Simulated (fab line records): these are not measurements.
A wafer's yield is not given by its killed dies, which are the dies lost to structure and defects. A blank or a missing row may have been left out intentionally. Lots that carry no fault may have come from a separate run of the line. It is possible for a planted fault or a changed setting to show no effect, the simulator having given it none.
A struck lot beside a sound one -- flow sfq-line -- 42 steps out of a route of 325
Sound: the wafers L615.1, L615.4, L615.6. Struck: wafer L631.1. (L631.5 of the same lot was not struck and is left out.) The cause comes at the end.
Order at every step that has rows: each side's tool, ch and its chambers, its first start. Under that, the readings that differ: sound wafers -- struck wafers -- difference of the means -- sigmas: that difference in standard deviations of wafers without a fault.
alike: readings with means less than 2 such deviations apart, plus words and numbers identical on both sides. not compared: withheld readings, readings lacking a value on some wafer, bounds such as >300 that could conceal the same value, and numbers that have no deviation in the record and whose values overlap.
Wherever a step has rows on one side only, a row that says differs or no value, or a row with sigmas, the two part there. Numbers that have no deviation but don't overlap get no sigmas and don't part them. A reading missing from all wafers of one side parts the sides only when that side holds two or more wafers.

first, 6 steps without rows for these wafers: SFQ_TRILAYER_M1_LITHO_COAT_044 (resist thk 62 nm); SFQ_TRILAYER_M1_LITHO_COAT_039 (resist thk 600 nm); SFQ_TRILAYER_M1_LITHO_SOFTBAKE_043; SFQ_TRILAYER_M1_LITHO_EXPOSE_040 (exposes mask M1, target cd 500 nm); SFQ_TRILAYER_M1_LITHO_PEB_042 (peb time 60 s); SFQ_TRILAYER_M1_LITHO_DEVELOP_041 (time 60 s).
SFQ_M1_OVL_MEAS_911:
  sound on overlay-02 at day 13 01:13; struck on overlay-02 at day 18 00:01
  alike: M1_OVL
then, 4 steps without rows for these wafers: SFQ_TRILAYER_M1_BARC_OPEN_METAL_ETCH_054 (etches BARC in O2, target depth 125 nm, time 41.7 s); SFQ_TRILAYER_M1_ETCH_METAL_ETCH_042 (etches Nb in Cl2/Ar, stops on SiO2, target depth 240 nm, time 120 s); SFQ_TRILAYER_M1_STRIP_STRIP_043 (strips in O2); SFQ_TRILAYER_M1_STRIP_SOLV_CLEAN_044 (cleans in NMP, time 600 s).
SFQ_TRILAYER_I1_DEP_PECVD_045: deposits SiO2 from SiH4/N2O, time 111.11 s, target thk 500 nm.
  sound on pecvd-04 ch 0,2, day 13 02:23; struck on pecvd-02 ch 0, day 18 01:00
reading,sound,struck,difference,sigmas
throttle-valve-pct (%),22.3 22.1 22.7,25.9,+3.5,+3
  alike: heater-power-w
  not compared: since-wet-clean-h
SFQ_TRILAYER_I1_CMP_CMP_046: polishes SiO2.
  sound on cmp-02 ch 1,2,3, day 13 10:54; struck on cmp-01 ch 0, day 18 06:22
reading,sound,struck,difference,sigmas
time-to-endpoint-s (s),214 214 202,286,+76,+8
model.SiO2_of_TRILAYER_I1_DEP_PECVD_045.thk-nm (nm),201.1 200.5 198.9,308.6,+108.4,
  alike: motor-current-A, retaining-ring-pressure-frac
SFQ_I1_BOW_MEAS_912:
  sound on film-metro-04 at day 13 13:04; struck on film-metro-02 at day 18 09:41
  not compared: I1_BOW
SFQ_TRILAYER_I1_METRO_MEASURE_047:
  sound on film-metro-04 at day 13 13:11; struck on film-metro-02 at day 18 17:07
reading,sound,struck,difference,sigmas
thk-nm (nm),201.0 200.4 198.9,308.6,+108.5,+83
then, 6 steps without rows for these wafers: SFQ_TRILAYER_I1_VIA_LITHO_COAT_054 (resist thk 62 nm); SFQ_TRILAYER_I1_VIA_LITHO_COAT_049 (resist thk 650 nm); SFQ_TRILAYER_I1_VIA_LITHO_SOFTBAKE_053; SFQ_TRILAYER_I1_VIA_LITHO_EXPOSE_050 (exposes mask I1, target cd 500 nm); SFQ_TRILAYER_I1_VIA_LITHO_PEB_052 (peb time 60 s); SFQ_TRILAYER_I1_VIA_LITHO_DEVELOP_051 (time 60 s).
-- the record jumps here: 5 days lie between the struck wafers' starts before and after --
SFQ_I1_OVL_MEAS_913:
  sound on overlay-01 at day 17 15:44; struck on overlay-02 at day 23 11:18
  alike: I1_OVL
then, 1 step without rows for these wafers: SFQ_TRILAYER_I1_VIA_BARC_OPEN_VIA_ETCH_071 (etches BARC in O2, target depth 125 nm, time 41.7 s).
SFQ_TRILAYER_I1_VIA_ETCH_VIA_ETCH_052: etches SiO2 in CHF3, stops on Nb, target depth 260 nm.
  sound on rie-diel-01 ch 0,1,2, day 17 15:48; struck on rie-diel-03 ch 0, day 23 11:23
reading,sound,struck,difference,sigmas
oes-product-au (a.u.),0.856 0.857 0.851,1.000,+0.145,+28
model.I1.feature-depth-nm (nm),201.1 200.5 198.9,262.3,+62.1,
model.etch.depth-nm (nm),201.1 200.5 198.9,262.3,+62.1,
  alike: drypump-motor-current-A
SFQ_TRILAYER_I1_VIA_STRIP_STRIP_053: strips in O2.
  sound on rie-metal-04 ch 0,1, day 17 15:55; struck on rie-metal-01 ch 1, day 23 11:29
  alike: drypump-motor-current-A, oes-product-au
  not compared: rf-hours-counter-h
then, 1 step without rows for these wafers: SFQ_TRILAYER_I1_VIA_STRIP_SOLV_CLEAN_054 (cleans in NMP, time 600 s).
SFQ_TRILAYER_M2_DEP_PRE_CLEAN_056: time 22.5 s.
  sound on pvd-sputter-04 at day 17 16:43; struck on pvd-sputter-05 at day 23 12:16
reading,sound,struck,difference,sigmas
model.SiO2_of_TRILAYER_I1_DEP_PECVD_045.thk-nm (nm),193.6 193 191.4,301.1,+108.4,
SFQ_TRILAYER_M2_DEP_SPUTTER_055: material Nb, target thk 200 nm, time 133.3 s.
  sound on pvd-sputter-04 at day 17 16:44; struck on pvd-sputter-05 at day 23 12:18
  alike: throttle-valve-pct
SFQ_M2_RS_MEAS_914: a four-point-probe measurement.
  sound on film-metro-03 at day 17 16:50; struck on film-metro-04 at day 23 12:23
  alike: M2_NB_RS
then, 6 steps without rows for these wafers: SFQ_TRILAYER_M2_LITHO_COAT_062 (resist thk 62 nm); SFQ_TRILAYER_M2_LITHO_COAT_057 (resist thk 600 nm); SFQ_TRILAYER_M2_LITHO_SOFTBAKE_061; SFQ_TRILAYER_M2_LITHO_EXPOSE_058 (exposes mask M2, target cd 500 nm); SFQ_TRILAYER_M2_LITHO_PEB_060 (peb time 60 s); SFQ_TRILAYER_M2_LITHO_DEVELOP_059 (time 60 s).
-- the record jumps here: 3 days lie between the struck wafers' starts before and after --
SFQ_M2_OVL_MEAS_916:
  sound on overlay-02 at day 20 07:52; struck on overlay-01 at day 26 05:55
  alike: M2_OVL
SFQ_TRILAYER_M2_BARC_OPEN_METAL_ETCH_077: etches BARC in O2, target depth 125 nm, time 41.7 s.
  sound on rie-metal-01 ch 0, day 20 07:53; struck on rie-metal-02 ch 0, day 26 05:57
reading,sound,struck,difference,sigmas
drypump-motor-current-A (A),5.0 5.0 5.0,6.3,+1.3,+3
  alike: oes-product-au
  not compared: rf-hours-counter-h
then, 3 steps without rows for these wafers: SFQ_TRILAYER_M2_ETCH_METAL_ETCH_060 (etches Nb in Cl2/Ar, stops on SiO2, target depth 240 nm, time 120 s); SFQ_TRILAYER_M2_STRIP_STRIP_061 (strips in O2); SFQ_TRILAYER_M2_STRIP_SOLV_CLEAN_062 (cleans in NMP, time 600 s).
SFQ_TRILAYER_I2_DEP_PECVD_063: deposits SiO2 from SiH4/N2O, time 111.11 s, target thk 500 nm.
  sound on pecvd-04 ch 0,1,2, day 20 08:51; struck on pecvd-04 ch 0, day 26 06:55
  alike: heater-power-w, throttle-valve-pct
  not compared: since-wet-clean-h
-- the record jumps here: 48 days lie between the struck wafers' starts before and after --
SFQ_M8_BOW_MEAS_951:
  sound on film-metro-01 at day 70 03:49; struck on film-metro-04 at day 74 05:36
reading,sound,struck,difference,sigmas
model.etest.i1.link-ohm,1.972 1.99 1.951,1e+06,+1e+06,
  alike: M8_BOW

WHERE THEY PART
At SFQ_TRILAYER_I1_DEP_PECVD_045 first; at SFQ_TRILAYER_M2_BARC_OPEN_METAL_ETCH_077 last (within this record only). Later steps at which nothing parts them and some readings are alike: SFQ_TRILAYER_I2_DEP_PECVD_063, SFQ_M8_BOW_MEAS_951.

WHY: whatever the simulator had introduced
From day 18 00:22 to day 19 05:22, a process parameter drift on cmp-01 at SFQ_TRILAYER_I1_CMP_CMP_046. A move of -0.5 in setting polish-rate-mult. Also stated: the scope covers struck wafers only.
